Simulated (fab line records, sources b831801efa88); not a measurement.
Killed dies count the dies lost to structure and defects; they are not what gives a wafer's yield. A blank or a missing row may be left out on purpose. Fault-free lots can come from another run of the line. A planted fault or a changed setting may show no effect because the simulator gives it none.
Shared-tool check / flow sky130 / 10 lots and 30 wafers in the sample

WHAT PROMPTED THE OPENING
2 of 10 lots carry a flag on the reading METAL2_ALCU_RS at SKY_METAL2_RS_MEAS_05. Fault-free wafers read 0.1263 ohm/sq, with a standard deviation of 0.0011.
Rule: flag the lot when none of its wafers has a number, or when each of its wafers that has one lies beyond 4 standard deviations from that mean. The rest of the lots are taken to be sound.

lot=L262; measured=day 34 19:29; on=film_metro-04; METAL2_ALCU_RS (ohm/sq), wafer by wafer=0.1271 0.1256 0.1261; flag=
lot=L263; measured=day 35 03:48; on=film_metro-04; METAL2_ALCU_RS (ohm/sq), wafer by wafer=0.1243 0.1266 0.1257; flag=
lot=L266; measured=day 36 11:05; on=film_metro-04; METAL2_ALCU_RS (ohm/sq), wafer by wafer=0.1279 0.1286 0.1271; flag=
lot=L267; measured=day 36 14:05; on=film_metro-01; METAL2_ALCU_RS (ohm/sq), wafer by wafer=0.1254 0.1269 0.1257; flag=
lot=L269; measured=day 37 05:29; on=film_metro-01; METAL2_ALCU_RS (ohm/sq), wafer by wafer=0.1271 0.1277 0.1269; flag=
lot=L270; measured=day 37 13:38; on=film_metro-01; METAL2_ALCU_RS (ohm/sq), wafer by wafer=0.1261 0.1255 0.1255; flag=
lot=L273; measured=day 38 10:00; on=film_metro-03; METAL2_ALCU_RS (ohm/sq), wafer by wafer=0.1260 0.1256 0.1267; flag=
lot=L278; measured=day 39 17:16; on=film_metro-04; METAL2_ALCU_RS (ohm/sq), wafer by wafer=0.1157 0.1172 0.1168; flag=FLAGGED
lot=L280; measured=day 40 11:09; on=film_metro-03; METAL2_ALCU_RS (ohm/sq), wafer by wafer=0.1193 0.1153 0.1165; flag=FLAGGED
lot=L282; measured=day 40 17:50; on=film_metro-04; METAL2_ALCU_RS (ohm/sq), wafer by wafer=0.1253 0.1290 0.1268; flag=
On average the flagged lots' numbers are 0.1168 ohm/sq, which is -0.0095 ohm/sq against the usual, or -9 standard deviations.

WHICH TOOL RAN EACH LOT
Before the reading, the record contains 3 process steps out of a 708-step route. Read each cell as the tool, then ch plus the chambers that the sampled wafers visited, then the start.
lot=L262; flag=; SKY_CONTACT_ETCH_18=rie_diel-04 ch 0,3, day 33 14:20 or earlier; SKY_METAL1_DESCUM_17=rie_metal-02 ch 0,1, day 33 14:20; SKY_METAL2_SPUTTER_02=pvd_sputter-01, day 34 19:23
lot=L263; flag=; SKY_CONTACT_ETCH_18=rie_diel-01 ch 1,2,3, day 33 22:02 or earlier; SKY_METAL1_DESCUM_17=rie_metal-01 ch 0,1, day 33 22:02; SKY_METAL2_SPUTTER_02=pvd_sputter-01, day 35 03:41
lot=L266; flag=; SKY_CONTACT_ETCH_18=rie_diel-02 ch 0,1, day 35 06:18 or earlier; SKY_METAL1_DESCUM_17=rie_metal-02 ch 0,1, day 35 06:18; SKY_METAL2_SPUTTER_02=pvd_sputter-03, day 36 10:57
lot=L267; flag=; SKY_CONTACT_ETCH_18=rie_diel-02 ch 0,2, day 35 09:10 or earlier; SKY_METAL1_DESCUM_17=rie_metal-04 ch 0,1, day 35 09:10; SKY_METAL2_SPUTTER_02=pvd_sputter-01, day 36 13:56
lot=L269; flag=; SKY_CONTACT_ETCH_18=rie_diel-02 ch 0,2, day 36 00:18 or earlier; SKY_METAL1_DESCUM_17=rie_metal-02 ch 0,1, day 36 00:18; SKY_METAL2_SPUTTER_02=pvd_sputter-01, day 37 05:21
lot=L270; flag=; SKY_CONTACT_ETCH_18=rie_diel-01 ch 1,2, day 36 08:08 or earlier; SKY_METAL1_DESCUM_17=rie_metal-02 ch 0,1, day 36 08:08; SKY_METAL2_SPUTTER_02=pvd_sputter-01, day 37 13:32
lot=L273; flag=; SKY_CONTACT_ETCH_18=rie_diel-01 ch 0,1,2, day 37 05:44 or earlier; SKY_METAL1_DESCUM_17=rie_metal-02 ch 0,1, day 37 05:44; SKY_METAL2_SPUTTER_02=pvd_sputter-02, day 38 09:54
lot=L278; flag=FLAGGED; SKY_CONTACT_ETCH_18=rie_diel-02 ch 0,1,2, day 38 13:32 or earlier; SKY_METAL1_DESCUM_17=rie_metal-02 ch 0, day 38 13:32; SKY_METAL2_SPUTTER_02=pvd_sputter-01, day 39 17:11
lot=L280; flag=FLAGGED; SKY_CONTACT_ETCH_18=rie_diel-04 ch 1,2, day 39 07:26 or earlier; SKY_METAL1_DESCUM_17=rie_metal-02 ch 0,1, day 39 07:26; SKY_METAL2_SPUTTER_02=pvd_sputter-01, day 40 11:02
lot=L282; flag=; SKY_CONTACT_ETCH_18=rie_diel-01 ch 0,1,2, day 39 14:12 or earlier; SKY_METAL1_DESCUM_17=rie_metal-01 ch 0,1, day 39 14:12; SKY_METAL2_SPUTTER_02=pvd_sputter-03, day 40 17:42
What the steps here do:
- SKY_CONTACT_ETCH_18: etches Si3N4 in CHF3/O2, stops on TiN, time 39 s, target depth 75 nm.
- SKY_METAL1_DESCUM_17: chemistry O2, time 8 s.
- SKY_METAL2_SPUTTER_02: material AlCu, target thk 250 nm, time 13.3 s.
- SKY_METAL2_RS_MEAS_05: measures by four-point-probe.

FLAGGED OVER TOTAL, TOOL BY TOOL (the gauges that took the reading come last)
step=SKY_CONTACT_ETCH_18; tool=rie_diel-01; lots run=4; flagged=0; share of the flagged lots=none; sound lots run after its first flagged lot=-
step=SKY_CONTACT_ETCH_18; tool=rie_diel-02; lots run=4; flagged=1; share of the flagged lots=some; sound lots run after its first flagged lot=0
step=SKY_CONTACT_ETCH_18; tool=rie_diel-04; lots run=2; flagged=1; share of the flagged lots=some; sound lots run after its first flagged lot=0
step=SKY_METAL1_DESCUM_17; tool=rie_metal-01; lots run=2; flagged=0; share of the flagged lots=none; sound lots run after its first flagged lot=-
step=SKY_METAL1_DESCUM_17; tool=rie_metal-02; lots run=7; flagged=2; share of the flagged lots=all; sound lots run after its first flagged lot=0
step=SKY_METAL1_DESCUM_17; tool=rie_metal-04; lots run=1; flagged=0; share of the flagged lots=none; sound lots run after its first flagged lot=-
step=SKY_METAL2_SPUTTER_02; tool=pvd_sputter-01; lots run=7; flagged=2; share of the flagged lots=all; sound lots run after its first flagged lot=0
step=SKY_METAL2_SPUTTER_02; tool=pvd_sputter-02; lots run=1; flagged=0; share of the flagged lots=none; sound lots run after its first flagged lot=-
step=SKY_METAL2_SPUTTER_02; tool=pvd_sputter-03; lots run=2; flagged=0; share of the flagged lots=none; sound lots run after its first flagged lot=-
step=SKY_METAL2_RS_MEAS_05; tool=film_metro-01; lots run=3; flagged=0; share of the flagged lots=none; sound lots run after its first flagged lot=-
step=SKY_METAL2_RS_MEAS_05; tool=film_metro-03; lots run=2; flagged=1; share of the flagged lots=some; sound lots run after its first flagged lot=0
step=SKY_METAL2_RS_MEAS_05; tool=film_metro-04; lots run=5; flagged=1; share of the flagged lots=some; sound lots run after its first flagged lot=1 (L282)
Because SKY_CONTACT_ETCH_18 lacks a start for some lots, the hours and order of its lots are taken from SKY_METAL1_DESCUM_17.

WHAT THE TABLE PERMITS
Table rows that saw every flagged lot: 2, namely rie_metal-02 at SKY_METAL1_DESCUM_17 and pvd_sputter-01 at SKY_METAL2_SPUTTER_02.
- rie_metal-02 at SKY_METAL1_DESCUM_17 ran 7 lots, 2 of them flagged. Its last sound lot is L273 (day 37 05:44), its first flagged lot L278 (day 38 13:32): a fault that began between those two fits.
- pvd_sputter-01 at SKY_METAL2_SPUTTER_02 ran 7 lots, 2 of them flagged. Its last sound lot is L270 (day 37 13:32), its first flagged lot L278 (day 39 17:11): a fault that began between those two fits. Its own readings (chamber_pressure_pa) fall more than 4 standard deviations out on all wafers of the flagged lots.
Counting lots can't tell these 2 tools apart, because each fits a fault that began at some hour. More lots, or a look at what each step does to the wafer, might.

WHAT THE SIMULATOR HAD INSERTED
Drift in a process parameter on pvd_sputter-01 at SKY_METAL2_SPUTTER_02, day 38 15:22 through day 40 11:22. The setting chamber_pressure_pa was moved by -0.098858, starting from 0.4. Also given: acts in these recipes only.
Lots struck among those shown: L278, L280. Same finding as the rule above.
